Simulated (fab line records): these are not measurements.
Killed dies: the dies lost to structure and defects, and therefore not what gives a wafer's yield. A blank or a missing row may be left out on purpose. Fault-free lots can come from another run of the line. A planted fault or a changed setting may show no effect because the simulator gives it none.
A single fault, viewed from 2 desks :: flow gf180mcu :: what lay behind the numbers comes last; until then each desk has only its own

METROLOGY DESK
Lot by lot, what the gauges showed, no matter which tool ran the lot: averages of those sampled wafers that carry a number. If a lot's mean is further than 4 standard deviations from the usual mean, the lot is out of limits and carries the mark OUT (the distance appears in the brackets).
Columns: A = NSD_OVL at GF_NSD_OVL_MEAS_08, usual 0.9 nm; B = NSD_RS at GF_PSD_RS_MEAS_14, usual 46.13 ohm/sq; C = SAB_CVD_00_THK at GF_SAB_THK_MEAS_01, usual 50.0 nm
lot: L705
first seen here: day 13 18:43
A: 0.1
B: 46.14
C: 49.1

lot: L706
first seen here: day 13 21:36
A: 2.6
B: 46.09
C: 49.9

lot: L707
first seen here: day 14 04:34
A: 1.9
B: 46.11
C: 50.5

lot: L708
first seen here: day 14 16:51
A: 0.8
B: 46.11
C: 49.2

lot: L709
first seen here: day 14 22:46
A: -0.1
B: 46.06
C: 50.8

lot: L710
first seen here: day 15 14:49
A: 0.4
B: 46.20
C: 50.1

lot: L712
first seen here: day 16 08:07
A: 2.5
B: 46.11
C: 50.4

lot: L713
first seen here: day 16 12:34
A: 0.5
B: 46.09
C: 49.7

lot: L715
first seen here: day 17 11:00
A: 0.1
B: 46.09
C: 49.8

lot: L721
first seen here: day 19 11:19
A: -1.7
B: 46.17
C: 40.8 (-14) OUT

lot: L722
first seen here: day 19 14:52
A: 0.6
B: 46.24
C: 50.3

lot: L726
first seen here: day 21 02:22
A: 1.3
B: 45.96
C: 49.7

lot: L727
first seen here: day 21 03:35
A: 0.6
B: 46.14
C: 49.3
Per this desk, out of limits: L721; the first was L721, day 20 12:22 (SAB_CVD_00_THK at GF_SAB_THK_MEAS_01). L705, L706, L707, L708, L709, L710, L712, L713, L715, L722, L726, L727 stayed within limits.

THE TOOL OWNER'S DESK: pecvd-03
The tool's own readings at GF_SAB_CVD_00 (deposits SiO2 from TEOS, target thk 50 nm, time 4.9302 s): means of the sampled wafers that have a number, for each lot that ran on this tool. If a lot's mean is further than 4 standard deviations from the usual mean, the lot is out of limits and carries the mark OUT (the distance appears in the brackets).
Columns: A = heaterPowerW at GF_SAB_CVD_00, usual 679 W
lot: L706
first seen here: day 14 19:32
A: 694

lot: L707
first seen here: day 15 02:22
A: 727

lot: L709
first seen here: day 15 21:29
A: 714

lot: L710
first seen here: day 16 14:22
A: 715

lot: L721
first seen here: day 20 12:20
A: 737
Finding of this desk: none of the 5 lots has anything out of limits.

BROUGHT TOGETHER
At day 20 12:22 the metrology desk could have sounded an alarm, on L721.
The desk of the tool owner found nothing out of limits.
Tool owner's desk: L721 on record, inside its limits.
All the named lots went through GF_SAB_CVD_00 on pecvd-03.

WHAT THE SIMULATOR PUT IN
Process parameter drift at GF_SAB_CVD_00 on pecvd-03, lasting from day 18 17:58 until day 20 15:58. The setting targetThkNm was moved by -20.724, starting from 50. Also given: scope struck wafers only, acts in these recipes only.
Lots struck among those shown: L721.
Per desk, hours elapsed from the start of the fault to the first reading out of limits: for the metrology desk, 42.
